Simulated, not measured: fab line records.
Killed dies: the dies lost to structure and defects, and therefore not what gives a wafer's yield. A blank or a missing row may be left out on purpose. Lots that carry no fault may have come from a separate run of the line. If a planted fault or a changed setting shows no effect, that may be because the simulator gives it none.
What tool caused it? / flow gf180mcu / 11 lots, 33 wafers sampled, at 2 steps of a route of 602

== WHAT THE GAUGES SHOWED, per wafer ==
GF_STI_THK_MEAS_24.
lot=L998; measured=day 2 03:32; on=film metro-02; STI_CVD_23_THK (nm)=655 640 650
lot=L999; measured=day 2 09:31; on=film metro-02; STI_CVD_23_THK (nm)=644 635 642
lot=L100; measured=day 2 14:50; on=film metro-02; STI_CVD_23_THK (nm)=648 650 657
lot=L101; measured=day 2 18:50; on=film metro-01; STI_CVD_23_THK (nm)=655 652 641
lot=L102; measured=day 3 00:43; on=film metro-02; STI_CVD_23_THK (nm)=645 647 648
lot=L105; measured=day 3 17:25; on=film metro-04; STI_CVD_23_THK (nm)=639 643 652
lot=L107; measured=day 4 03:08; on=film metro-01; STI_CVD_23_THK (nm)=654 652 654
lot=L109; measured=day 4 11:35; on=film metro-01; STI_CVD_23_THK (nm)=289 656 661 289 656 661
lot=L110; measured=day 4 17:15; on=film metro-04; STI_CVD_23_THK (nm)=287 655 661 287 655 661
lot=L114; measured=day 5 15:14; on=film metro-01; STI_CVD_23_THK (nm)=646 642 659
lot=L115; measured=day 5 18:07; on=film metro-04; STI_CVD_23_THK (nm)=645 652 640

== WHICH TOOL RAN EACH LOT (tool, then ch and the chambers of the sampled wafers, then the start) ==
lot=L998; GF_STI_CVD_23=hdpcvd-01 ch 0,1, day 2 03:28
lot=L999; GF_STI_CVD_23=hdpcvd-02 ch 1,2, day 2 09:25
lot=L100; GF_STI_CVD_23=hdpcvd-01 ch 0,1, day 2 14:46
lot=L101; GF_STI_CVD_23=hdpcvd-01 ch 1,2, day 2 18:46
lot=L102; GF_STI_CVD_23=hdpcvd-02 ch 0,2, day 3 00:37
lot=L105; GF_STI_CVD_23=hdpcvd-02 ch 1,2, day 3 17:20
lot=L107; GF_STI_CVD_23=hdpcvd-02 ch 0,1, day 4 03:04
lot=L109; GF_STI_CVD_23=hdpcvd-02 ch 1,2, day 4 11:31
lot=L110; GF_STI_CVD_23=hdpcvd-02 ch 0,1,2, day 4 17:10
lot=L114; GF_STI_CVD_23=hdpcvd-01 ch 0,1,2, day 5 15:10
lot=L115; GF_STI_CVD_23=hdpcvd-01 ch 0,1,2, day 5 18:02
- GF_STI_CVD_23: deposits SiO2, target thk 650 nm, time 108.3 s.

== THE ANSWER, worked out from the rows above alone ==
Rule: the lots themselves supply what counts as usual. The widest of any qualifying gaps counts: lots, ordered by their means at a reading, are off when they make up no more than a third of the lots, leave a main group of 4 or more, and stand apart from it by 3 or more times the standard deviation of that group's means. The tables above print the reading to a certain number of digits; a main group whose means all agree to those digits is not used. Also off: a lot with no number at a reading for which 4 or more lots have one. The other lots that the step has rows for count as sound.
Off: L109, L110, at GF_STI_THK_MEAS_24 (STI_CVD_23_THK). For the main group the mean is 648 nm and the standard deviation 3.7.
If a tool, at a process step before that reading, ran all the lots that are off and no sound lot after the first of them, it fits. Gauges at GF_STI_THK_MEAS_24: tried the same way as those tools. One fits: hdpcvd-02 at GF_STI_CVD_23. A fault onset in the window from L107 (day 4 03:04, its last sound lot) to L109 (day 4 11:31, its first lot off) fits.

== WHAT HAD BEEN PUT IN BY THE SIMULATOR ==
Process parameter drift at GF_STI_CVD_23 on hdpcvd-02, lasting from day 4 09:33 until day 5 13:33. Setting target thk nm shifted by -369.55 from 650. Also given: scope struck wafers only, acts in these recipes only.
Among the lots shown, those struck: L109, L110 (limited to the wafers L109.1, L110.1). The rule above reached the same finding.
